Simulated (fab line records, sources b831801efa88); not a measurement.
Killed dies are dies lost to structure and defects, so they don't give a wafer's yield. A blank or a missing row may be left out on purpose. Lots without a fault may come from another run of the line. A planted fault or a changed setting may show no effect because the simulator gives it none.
Problem report in the 8D (eight disciplines) form, filled by code | flow sky130 | the parts of the form that need people (team, actions taken, sign-off) are left out

1. THE PROBLEM
METAL2_ALCU_RS at SKY_METAL2_RS_MEAS_05 reads a mean of 0.0768 ohm/sq on 2 wafers of 2 lots; wafers without a fault read 0.1275 ohm/sq with a standard deviation of 0.002. That is -25 standard deviations from the usual mean.
The step: measures by four-point-probe.
First seen on wafer L942.3, day 40 08:31, on film_metro-04. The record holds 40 wafers of 14 lots with a number at this step. Rule for "out", or "out of limits": more than 4 standard deviations from the usual mean. The other wafers with a number count as sound.

2. WHAT IT IS AND WHAT IT IS NOT
question                    | is                           | is not
which readings at this step | METAL2_ALCU_RS               | -
which lots                  | L942, L944                   | L923, L925, L927, L930, L931, L932, L935, L938, L939, L940, L945, L946
which wafers of those lots  | L942.3, L944.4               | L942.2, L942.4
read on which gauges        | film_metro-02, film_metro-04 | film_metro-03
when                        | from day 40 08:31            | up to then (32 sound wafers); but 6 sound wafers of L945, L946 came after

3. SUSPECTS, AND WHAT RULES EACH OUT
Counting: a tool at a process step up to the reading stays a suspect if it ran every lot that is out. Sound lots after the first of them don't rule it out here, since some wafers of a struck lot are sound.
- the gauge at SKY_METAL2_RS_MEAS_05: ruled out. The wafers that are out were read on 2 gauges (film_metro-02, film_metro-04).
- pvd_sputter-01 at SKY_METAL2_SPUTTER_00 (material Ti, target thk 15 nm, time 10 s): kept. It ran every lot that is out, first L942 (day 40 08:21); its last sound lot up to then is L940 (day 39 23:08).
- pvd_sputter-01 at SKY_METAL2_SPUTTER_02 (material AlCu, target thk 250 nm, time 13.3 s): kept. It ran every lot that is out, first L942 (day 40 08:24); its last sound lot up to then is L940 (day 39 23:11).
Left after counting: pvd_sputter-01 at SKY_METAL2_SPUTTER_00, pvd_sputter-01 at SKY_METAL2_SPUTTER_02.

4. THE CAUSE (what the simulator had put in)
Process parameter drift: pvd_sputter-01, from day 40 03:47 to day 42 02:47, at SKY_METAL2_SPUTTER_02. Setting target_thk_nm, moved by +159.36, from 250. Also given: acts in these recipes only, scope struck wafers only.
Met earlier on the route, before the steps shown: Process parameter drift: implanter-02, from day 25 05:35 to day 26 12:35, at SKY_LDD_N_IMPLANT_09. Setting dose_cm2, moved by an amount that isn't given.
Counting left 2 suspects, and this tool is among them.

5. THE CHAIN OF EFFECTS, in route order
Each row: a reading whose mean over the struck wafers that have a number lies more than 3 standard deviations from the usual. Only readings for which the record gives a usual standard deviation are gone through. hours: the time from each lot's start at the first step in this table that gives one to its start at this step, as a median over the lots. sigmas: the change in usual standard deviations.
hours | step                     | reading         | usual         | on struck wafers | change  | sigmas
0     | SKY_METAL2_RS_MEAS_05    | METAL2_ALCU_RS  | 0.1275 ohm/sq | 0.0768           | -0.0507 | -25
0     | SKY_METAL2_THK_MEAS_06   | METAL2_ALCU_THK | 250 nm        | 412              | +162    | +40
25    | SKY_METAL2_METAL_ETCH_19 | oes_product_au  | 0.854 a.u.    | 0.997            | +0.143  | +22
The process steps in it:
- SKY_METAL2_METAL_ETCH_19: etches the open film in Cl2/BCl3, stops on SiO2, target depth 360 nm, time 78 s.

6. WHAT WOULD HAVE CAUGHT IT SOONER
In this record the first reading out of limits at a measuring or inspecting step was taken at day 40 08:31, 5 hours after the fault began at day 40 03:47.
Of the tool readings at SKY_METAL2_SPUTTER_02 for which the record gives a usual standard deviation, none was out on any struck wafer, so an alarm limit of 4 standard deviations on them would not have fired.
Of the lots that are out (2), L944 began SKY_METAL2_SPUTTER_02 on pvd_sputter-01 after day 40 08:31. A hold on the tool at that time would have spared it.
